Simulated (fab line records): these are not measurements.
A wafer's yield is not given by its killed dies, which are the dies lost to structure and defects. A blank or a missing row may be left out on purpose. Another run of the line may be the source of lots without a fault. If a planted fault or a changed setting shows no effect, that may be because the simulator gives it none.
A lot that was struck, set against a sound lot :: flow sky130 :: 17 out of 708 route steps
Sound: wafers L685.1, L685.3, L685.5. Wafers struck: L684.1, L684.2, L684.6. The cause is given at the end.
Per side, at each step with rows, come the tool, then ch with its chambers, and then its first start. Under that, the readings that differ: sound wafers :: struck wafers :: difference of the means :: sigmas: that difference in standard deviations of wafers without a fault.
alike: readings with means less than 2 such deviations apart, plus words and numbers identical on both sides. not compared: withheld readings, readings lacking a value on some wafer, bounds such as >300 that could conceal the same value, and numbers that have no deviation in the record and whose values overlap.
A row with sigmas, a row that says differs or no value, or rows on one side alone: a step with any of these is where the two part. When numbers do not overlap yet have no deviation, they are printed without sigmas and do not part them. A reading missing from all wafers of one side parts the sides only when that side holds two or more wafers.

first, 2 steps without rows for these wafers: SKY_CONTACT_PEB_12; SKY_CONTACT_DEVELOP_13 (develop time 60 s).
SKY_CONTACT_CD_MEAS_14: target cd 170 nm.
  sound on cdSem-01, day 37 14:07; struck on cdSem-02, day 37 03:46
  alike: cdNm
SKY_CONTACT_OVL_MEAS_15:
  sound on overlay-01, day 37 14:14; struck on overlay-02, day 37 03:53
  alike: CONTACT_OVL
SKY_CONTACT_ETCH_16: etches BARC in N2/H2, stops on SiO2, time 45.9 s, target depth 60 nm.
  sound on rieDiel-04 ch 0,1,2, day 37 14:16; struck on rieDiel-04 ch 0,1,3, day 37 03:55
  alike: drypumpMotorCurrentA, oesProductAu, throttleValvePct
  not compared: rfHoursCounterH
SKY_CONTACT_ETCH_17: etches SiO2 in C4F8/O2/Ar, stops on Si3N4, target depth 340 nm.
  sound on rieDiel-04 ch 0,1,2, day 37 14:19; struck on rieDiel-04 ch 0,1,3, day 37 03:58
  alike: oesProductAu
SKY_CONTACT_ETCH_18: etches Si3N4 in CHF3/O2, stops on TiN, time 39 s, target depth 75 nm.
  sound: rieDiel-04 ch 0,1,2; struck: rieDiel-04 ch 0,1,3
  alike: drypumpMotorCurrentA, oesProductAu, throttleValvePct
  not compared: rfHoursCounterH
SKY_CONTACT_STRIP_19: strips in O2/N2.
  sound on plasmaAsher-01 ch 0,1, day 37 14:25; struck on plasmaAsher-01 ch 0,1, day 37 04:04
  alike: drypumpMotorCurrentA, oesProductAu, stripTimeToEndpointS
  not compared: rfHoursCounterH
then, 3 steps without rows for these wafers: SKY_CONTACT_STRIP_20 (strips in post etch residue remover, time 1200 s); SKY_CONTACT_CLEAN_21 (cleans in IPA, time 180 s); SKY_CONTACT_CLEAN_22 (cleans in O3/DIW).
SKY_CONTACT_SPUTTER_23: material TiN, target thk 20 nm, time 80 s.
  sound on pvdSputter-03, day 37 15:00; struck on pvdSputter-01, day 37 04:40
  alike: chamberPressurePa, throttleValvePct
SKY_CONTACT_CVD_24: deposits W, target thk 340 nm, time 102.12 s.
  sound on cvdW-01 ch 0, day 37 15:04; struck on cvdW-02 ch 0,1, day 37 04:43
  no value came back on the struck wafers for chamberPressureTorr (Torr), heaterPowerOuterW (W), heaterPowerW (W); on the sound wafers chamberPressureTorr (Torr) reads 39.90 39.94 40.19
SKY_CONTACT_RS_MEAS_25: a four-point-probe measurement.
  sound on filmMetro-01, day 37 15:10; struck on filmMetro-04, day 37 04:50
reading: CONTACT_W_RS (ohm/sq)
sound: 0.331 0.331 0.330
struck: 59.107 58.517 58.376
difference: +58.336
sigmas: +99 or more
SKY_CONTACT_THK_MEAS_26: measures by xrf.
  sound on filmMetro-01, day 37 15:17; struck on filmMetro-04, day 37 04:57
reading: CONTACT_W_THK (nm)
sound: 345 346 345
struck: <0 <0 <0
difference: differs
sigmas: 
SKY_CONTACT_CMP_27: polishes, stops on SiO2, t overpolish 15 s, target thk 0 nm.
  sound on cmp-02 ch 1,2,3, day 37 15:21; struck on cmp-01 ch 1,2, day 37 05:05
reading: timeToEndpointS (s)
sound: 80 83 77
struck: 7 10 9
difference: -71
sigmas: -18
  alike: edgeZonePressureFrac, motorCurrentA, platenRpm, slurryFilterDpKPa, slurryFlowMlMin
-- the record jumps here: 13 days lie between the struck wafers' starts before and after (it left off in module CONTACT and takes up again in module PAD_OPEN, whose first step shown is number 708 of the route) --
SKY_PAD_OPEN_PROBE_99:
  sound on prober-02, day 50 05:52; struck on prober-01, day 49 23:38
reading: killedAtContacts
sound: 21 33 25
struck: 423 429 438
difference: +404
sigmas: +70

reading: killedDies
sound: 73 93 74
struck: 492 492 492
difference: +412
sigmas: +42

reading: killedOnRim
sound: 9 18 17
struck: 96 96 96
difference: +81
sigmas: +20
  alike: killed_at_M0_to_M3, killed_at_M4_up, killedAtFrontEnd, killedAtOther, killedOpen, killedShort

WHERE THEY PART
At SKY_CONTACT_CVD_24 first; at SKY_PAD_OPEN_PROBE_99 last (within this record only).

WHY: whatever the simulator had introduced
Beginning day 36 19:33, the whole step at SKY_CONTACT_CVD_24 was skipped on cvdW-02. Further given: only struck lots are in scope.
